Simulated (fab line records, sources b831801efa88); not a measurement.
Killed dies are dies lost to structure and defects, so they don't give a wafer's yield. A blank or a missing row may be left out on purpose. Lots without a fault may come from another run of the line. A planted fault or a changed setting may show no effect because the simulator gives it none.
Which tool did it? | flow sky130 | 12 lots, 36 wafers sampled, at 6 steps of a route of 708

WHAT THE GAUGES READ, wafer by wafer
SKY_FIELD_ISO_THK_MEAS_23. Usual: FIELD_ISO_OXIDATION_01_THK 10.07 nm, standard deviation 0.17.
lot  | measured    | on            | FIELD_ISO_OXIDATION_01_THK (nm) | flag
L458 | day 2 13:37 | film_metro-02 | 9.92 9.78 9.76                  |
L460 | day 2 21:49 | film_metro-01 | 10.04 10.04 9.98                |
L462 | day 3 11:10 | film_metro-01 | 10.09 10.11 10.15               |
L464 | day 3 21:13 | film_metro-02 | 10.23 10.06 10.04               |
L465 | day 4 00:37 | film_metro-01 | 10.18 10.10 10.13               |
L466 | day 4 05:50 | film_metro-02 | 10.17 9.93 10.12                |
L468 | day 4 19:18 | film_metro-04 | 10.12 10.10 10.31               |
L476 | day 6 09:43 | film_metro-04 | 9.85 9.78 9.77                  |
L477 | day 6 15:37 | film_metro-04 | 9.99 9.97 9.91                  |
L478 | day 6 20:09 | film_metro-02 | 10.02 10.07 9.80                |
L479 | day 7 03:25 | film_metro-01 | 9.99 9.89 10.00                 |
L480 | day 7 06:40 | film_metro-02 | 10.05 10.16 10.18               |

SKY_NWELL_OVL_MEAS_23. Usual: NWELL_01_OVL 0.6 nm, standard deviation 1.3.
lot  | measured     | on         | NWELL_01_OVL (nm) | flag
L458 | day 5 12:28  | overlay-02 | 1.9 1.3 2.1       |
L460 | day 5 23:52  | overlay-01 | -0.4 2.2 0.2      |
L462 | day 6 13:13  | overlay-01 | 0.3 -0.3 0.5      |
L464 | day 7 01:58  | overlay-01 | 1.4 -1.4 1.3      |
L465 | day 7 07:21  | overlay-01 | 0.4 0.8 0.5       |
L466 | day 7 11:49  | overlay-01 | 0.5 -1.7 -0.4     |
L468 | day 8 05:18  | overlay-01 | - - -             | OFF
L476 | day 10 02:42 | overlay-02 | 2.3 2.8 1.5       |
L477 | day 10 13:12 | overlay-02 | 1.1 1.7 1.5       |
L478 | day 10 16:05 | overlay-02 | 2.7 2.8 1.3       |
L479 | day 10 22:16 | overlay-02 | -0.6 -0.1 -0.9    |
L480 | day 11 02:18 | overlay-02 | 1.3 0.9 1.3       |

SKY_NWELL_TW_MEAS_26. Usual: NWELL_2_TW 493.1, standard deviation 2.8.
lot  | measured     | on            | NWELL_2_TW                    | flag
L458 | day 5 12:46  | film_metro-03 | 491.4 496.7 493.0             |
L460 | day 6 00:09  | film_metro-03 | 489.4 492.8 490.7             |
L462 | day 6 13:30  | film_metro-02 | 497.4 495.1 494.5             |
L464 | day 7 02:16  | film_metro-03 | 492.3 491.7 493.3             |
L465 | day 7 07:38  | film_metro-04 | 491.6 494.3 495.4             |
L466 | day 7 12:07  | film_metro-04 | 493.2 492.6 499.0             |
L468 | day 8 05:35  | film_metro-03 | 29.7 29.9 29.9 29.8 29.8 29.8 | OFF
L476 | day 10 02:59 | film_metro-03 | 490.4 492.3 492.8             |
L477 | day 10 13:29 | film_metro-03 | 490.9 490.8 490.2             |
L478 | day 10 16:23 | film_metro-02 | 492.5 488.6 489.4             |
L479 | day 10 22:34 | film_metro-02 | 492.4 492.9 493.3             |
L480 | day 11 02:35 | film_metro-02 | 492.8 495.3 495.0             |

SKY_VT_ADJUST_HVTP_OVL_MEAS_08. Usual: VT_ADJUST_HVTP_OVL 0.9 nm, standard deviation 1.2.
lot  | measured     | on         | VT_ADJUST_HVTP_OVL (nm) | flag
L458 | day 6 07:14  | overlay-01 | -1.4 -1.0 -0.7          |
L460 | day 6 19:13  | overlay-01 | 1.6 1.2 1.8             |
L462 | day 7 09:02  | overlay-01 | 2.2 2.5 1.8             |
L464 | day 7 22:49  | overlay-02 | 2.3 2.4 3.5             |
L465 | day 8 04:10  | overlay-01 | 1.8 0.3 1.4             |
L466 | day 8 08:32  | overlay-02 | -0.3 0.0 0.8            |
L476 | day 11 00:55 | overlay-02 | -1.5 2.4 2.2            |
L477 | day 11 11:53 | overlay-02 | 0.8 1.1 -0.8            |
L478 | day 11 15:13 | overlay-01 | 2.3 3.5 1.3             |
L479 | day 11 22:05 | overlay-02 | 1.2 -0.3 0.2            |
L480 | day 12 01:49 | overlay-01 | 1.6 -0.4 0.3            |

SKY_VT_ADJUST_LVTN_OVL_MEAS_07. Usual: VT_ADJUST_LVTN_OVL 0.8 nm, standard deviation 1.7.
lot  | measured     | on         | VT_ADJUST_LVTN_OVL (nm) | flag
L458 | day 7 02:10  | overlay-02 | 0.9 -0.3 -1.0           |
L460 | day 7 15:06  | overlay-02 | 2.1 3.2 1.4             |
L462 | day 8 05:47  | overlay-02 | 2.7 2.4 3.0             |
L464 | day 8 19:46  | overlay-02 | 1.5 2.5 2.5             |
L465 | day 9 01:34  | overlay-02 | 3.4 2.2 3.8             |
L466 | day 9 05:59  | overlay-01 | -1.5 -3.2 -0.5          |
L476 | day 11 23:58 | overlay-02 | 1.5 0.6 3.5             |
L477 | day 12 11:22 | overlay-01 | 1.3 0.5 0.1             |
L478 | day 12 15:03 | overlay-01 | 1.7 3.1 3.1             |
L479 | day 12 22:39 | overlay-01 | -0.2 0.7 0.4            |
L480 | day 13 03:10 | overlay-01 | -0.5 -0.1 0.4           |

WHICH TOOL RAN EACH LOT (tool, then ch and the chambers of the sampled wafers, then the start)
lot  | SKY_NWELL_EXPOSE_20
L458 | iline_stepper-02 ch 0, day 5 04:05
L460 | iline_stepper-01 ch 0, day 5 14:37
L462 | iline_stepper-02 ch 0, day 6 03:58
L464 | iline_stepper-02 ch 0, day 6 16:34
L465 | iline_stepper-02 ch 0, day 6 21:53
L466 | iline_stepper-02 ch 0, day 7 02:24
L468 | iline_stepper-02 ch 0, day 7 19:31
L476 | iline_stepper-02 ch 0, day 9 15:32
L477 | iline_stepper-02 ch 0, day 10 02:01
L478 | iline_stepper-01 ch 0, day 10 05:04
L479 | iline_stepper-02 ch 0, day 10 11:32
L480 | iline_stepper-02 ch 0, day 10 15:23
- SKY_NWELL_EXPOSE_20: exposes mask NWM COMPLEMENT, target cd 840 nm.

WHAT THE TOOLS THEMSELVES READ (means of the sampled wafers that have a number; where no wafer has one, the mark that the record gives instead)
The record holds no such reading with a usual standard deviation.

THE ANSWER, worked out from the rows above alone
Rule: a lot is off if the mean of its wafers that have a number lies more than 3 standard deviations from the usual mean. A lot without any number at a reading at which 4 lots or more have one is off too. The other lots that the step has rows for count as sound. The gauges are gone through in route order, then the tools' own readings, and for those a lot's mean is taken as printed above. The first step at which some lot is off is used, and at that step the reading that is off furthest; a lot without a number counts as furthest.
Off: L468, at SKY_NWELL_OVL_MEAS_23 (NWELL_01_OVL). Without a number there: L468.
A tool fits if, at a process step before that reading, it ran every lot that is off, and no sound lot after the first of them. The gauges at SKY_NWELL_OVL_MEAS_23 aren't tried: what is off there is off at SKY_NWELL_TW_MEAS_26 too, on other tools, and a gauge's error can't cause that. None of those tried fits.

WHAT THE SIMULATOR HAD PUT IN
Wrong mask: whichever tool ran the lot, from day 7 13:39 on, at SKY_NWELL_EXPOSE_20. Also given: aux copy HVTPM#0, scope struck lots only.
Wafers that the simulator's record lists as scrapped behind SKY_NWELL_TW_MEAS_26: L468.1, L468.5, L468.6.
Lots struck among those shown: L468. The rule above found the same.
